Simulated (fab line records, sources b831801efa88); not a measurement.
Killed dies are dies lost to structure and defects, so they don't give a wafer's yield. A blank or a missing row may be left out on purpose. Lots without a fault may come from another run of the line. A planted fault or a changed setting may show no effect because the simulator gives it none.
Which tool did it? | flow sky130 | 13 lots, 39 wafers sampled, at 5 steps of a route of 708

WHAT THE GAUGES READ, wafer by wafer
SKY_NWELL_RS_MEAS_31: measures by four-point-probe.
lot  | measured     | on            | PWDE_RS (ohm/sq)
L296 | day 5 19:29  | film_metro-03 | 5265 5278 5259
L297 | day 5 20:44  | film_metro-03 | 5308 5316 5294
L300 | day 6 16:11  | film_metro-04 | 5289 5272 5263
L303 | day 7 07:39  | film_metro-04 | 5278 5283 5279
L305 | day 7 19:08  | film_metro-03 | 5264 5272 5284
L306 | day 8 01:57  | film_metro-03 | 5242 5240 5266
L307 | day 8 11:01  | film_metro-03 | 5265 5252 5257
L308 | day 8 18:20  | film_metro-03 | 5248 5236 5230
L311 | day 9 08:38  | film_metro-02 | 5274 5279 5284
L313 | day 9 21:14  | film_metro-03 | 5300 5300 5296
L315 | day 10 08:52 | film_metro-03 | 5298 5283 5282
L317 | day 11 11:56 | film_metro-03 | 5288 5301 5296
L318 | day 11 13:16 | film_metro-04 | 5279 5270 5269

SKY_VT_ADJUST_PCH_TW_MEAS_10.
lot  | measured     | on            | VT_ADJUST_PCH_TW
L296 | day 10 22:26 | film_metro-03 | 144.1 145.0 145.1
L297 | day 11 01:10 | film_metro-01 | 139.7 139.0 139.9
L300 | day 12 03:14 | film_metro-01 | 142.0 141.1 141.5
L303 | day 12 23:15 | film_metro-01 | 141.8 141.2 141.2
L305 | day 13 12:49 | film_metro-01 | 148.9 149.2 148.6
L306 | day 13 23:17 | film_metro-04 | 153.0 152.7 153.1
L307 | day 14 09:28 | film_metro-01 | 141.4 141.1 141.1
L308 | day 14 19:03 | film_metro-03 | 143.7 144.0 144.9
L311 | day 15 11:13 | film_metro-01 | 141.4 141.7 142.1
L313 | day 16 04:55 | film_metro-03 | 143.6 143.9 144.4
L315 | day 16 18:38 | film_metro-04 | 144.8 144.8 144.1
L317 | day 18 04:02 | film_metro-03 | 144.3 144.0 143.8
L318 | day 18 04:41 | film_metro-04 | 145.4 146.1 145.9

SKY_SONOS_TUNNEL_OVL_MEAS_08.
lot  | measured     | on         | SONOS_TUNNEL_OVL (nm)
L296 | day 11 22:38 | overlay-01 | 3.4 2.9 2.5
L297 | day 12 01:13 | overlay-02 | 1.5 0.6 1.6
L300 | day 13 03:51 | overlay-01 | 1.5 0.9 0.4
L303 | day 14 00:58 | overlay-01 | -1.9 -1.5 -2.2
L305 | day 14 15:22 | overlay-02 | -0.2 0.1 0.2
L306 | day 15 01:07 | overlay-02 | 0.3 0.9 0.8
L307 | day 15 11:50 | overlay-01 | -1.2 -0.6 -0.4
L308 | day 15 21:09 | overlay-02 | -0.4 0.0 0.2
L311 | day 16 15:07 | overlay-02 | -0.2 -1.8 -0.4
L313 | day 17 09:38 | overlay-02 | 0.7 0.7 2.3
L315 | day 17 23:20 | overlay-02 | 2.8 2.7 3.1
L317 | day 19 10:41 | overlay-02 | 1.8 -1.1 -2.1
L318 | day 19 12:10 | overlay-01 | -1.2 -1.0 -1.1

SKY_GATE_OXIDE_OVL_MEAS_10.
lot  | measured     | on         | GATE_OXIDE_OVL (nm)
L296 | day 14 11:50 | overlay-02 | -1.4 0.0 -0.8
L297 | day 14 13:50 | overlay-02 | -3.5 -2.1 -3.1
L300 | day 15 16:14 | overlay-02 | -1.3 -0.2 -1.1
L303 | day 16 14:44 | overlay-01 | -1.9 0.5 -1.5
L305 | day 17 16:29 | overlay-01 | -0.8 -1.0 0.1
L306 | day 18 00:09 | overlay-01 | 0.5 -0.3 0.2
L307 | day 18 11:07 | overlay-01 | -1.1 -1.0 -1.8
L308 | day 18 17:11 | overlay-01 | 2.4 1.3 2.3
L311 | day 19 11:17 | overlay-01 | -2.4 -1.2 -1.6
L313 | day 20 09:25 | overlay-01 | 0.6 1.4 0.9
L315 | day 20 20:08 | overlay-01 | 0.1 1.6 0.9
L317 | day 22 07:35 | overlay-01 | -2.4 -1.8 -2.6
L318 | day 22 08:13 | overlay-01 | -2.2 -3.3 -3.4

WHICH TOOL RAN EACH LOT (tool, then ch and the chambers of the sampled wafers, then the start)
lot  | SKY_VT_ADJUST_PCH_IMPLANT_08
L296 | implanter-02 ch 0, day 10 22:12
L297 | implanter-03 ch 0, day 11 00:55
L300 | implanter-02 ch 0, day 12 03:00
L303 | implanter-03 ch 0, day 12 23:01
L305 | implanter-03 ch 0, day 13 12:34
L306 | implanter-03 ch 0, day 13 23:04
L307 | implanter-04 ch 0, day 14 09:13
L308 | implanter-04 ch 0, day 14 18:49
L311 | implanter-02 ch 0, day 15 10:58
L313 | implanter-02 ch 0, day 16 04:40
L315 | implanter-04 ch 0, day 16 18:26
L317 | implanter-04 ch 0, day 18 03:50
L318 | implanter-03 ch 0, day 18 04:26
- SKY_VT_ADJUST_PCH_IMPLANT_08

WHAT THE TOOLS THEMSELVES READ (means of the sampled wafers that have a number; where no wafer has one, the mark that the record gives instead)
SKY_VT_ADJUST_PCH_IMPLANT_08.
lot  | tool         | beam_on_s (s) | end_station_pressure_torr (Torr) | faraday_current_uA
L296 | implanter-02 | 9.99          | 5e-06                            | 2.82
L297 | implanter-03 | 9.96          | 5e-06                            | 2.82
L300 | implanter-02 | 9.79          | 5e-06                            | 2.87
L303 | implanter-03 | 10.00         | 5e-06                            | 2.82
L305 | implanter-03 | 12.24         | 1e-04                            | 2.33
L306 | implanter-03 | 12.42         | 1e-04                            | 2.29
L307 | implanter-04 | 9.93          | 5e-06                            | 2.84
L308 | implanter-04 | 10.09         | 5e-06                            | 2.80
L311 | implanter-02 | 10.03         | 5e-06                            | 2.81
L313 | implanter-02 | 9.93          | 5e-06                            | 2.85
L315 | implanter-04 | 10.10         | 5e-06                            | 2.79
L317 | implanter-04 | 10.01         | 5e-06                            | 2.82
L318 | implanter-03 | 9.94          | 5e-06                            | 2.83

THE ANSWER, worked out from the rows above alone
Rule: what is usual is taken from the lots themselves. Put in order of their means at a reading, lots are off if they are a third of the lots or fewer, leave a main group of 4 or more, and stand apart from it by a gap of 3 or more times the standard deviation of the main group's means; of several such gaps the widest counts. A main group whose means are all the same, to the digits that the tables above print for the reading, isn't used. A lot without any number at a reading at which 4 lots or more have one is off too. The other lots that the step has rows for count as sound. The gauges are gone through in route order, then the tools' own readings, and for those a lot's mean is taken as printed above. The first step at which some lot is off is used, and at that step the reading that is off furthest; a lot without a number counts as furthest.
Off: L305, L306, at SKY_VT_ADJUST_PCH_IMPLANT_08 (beam_on_s). The main group: mean 9.98 s, standard deviation 0.082.
A tool fits if, at that step or a process step before it, it ran every lot that is off, and no sound lot after the first of them. None of those tried fits.

WHAT THE SIMULATOR HAD PUT IN
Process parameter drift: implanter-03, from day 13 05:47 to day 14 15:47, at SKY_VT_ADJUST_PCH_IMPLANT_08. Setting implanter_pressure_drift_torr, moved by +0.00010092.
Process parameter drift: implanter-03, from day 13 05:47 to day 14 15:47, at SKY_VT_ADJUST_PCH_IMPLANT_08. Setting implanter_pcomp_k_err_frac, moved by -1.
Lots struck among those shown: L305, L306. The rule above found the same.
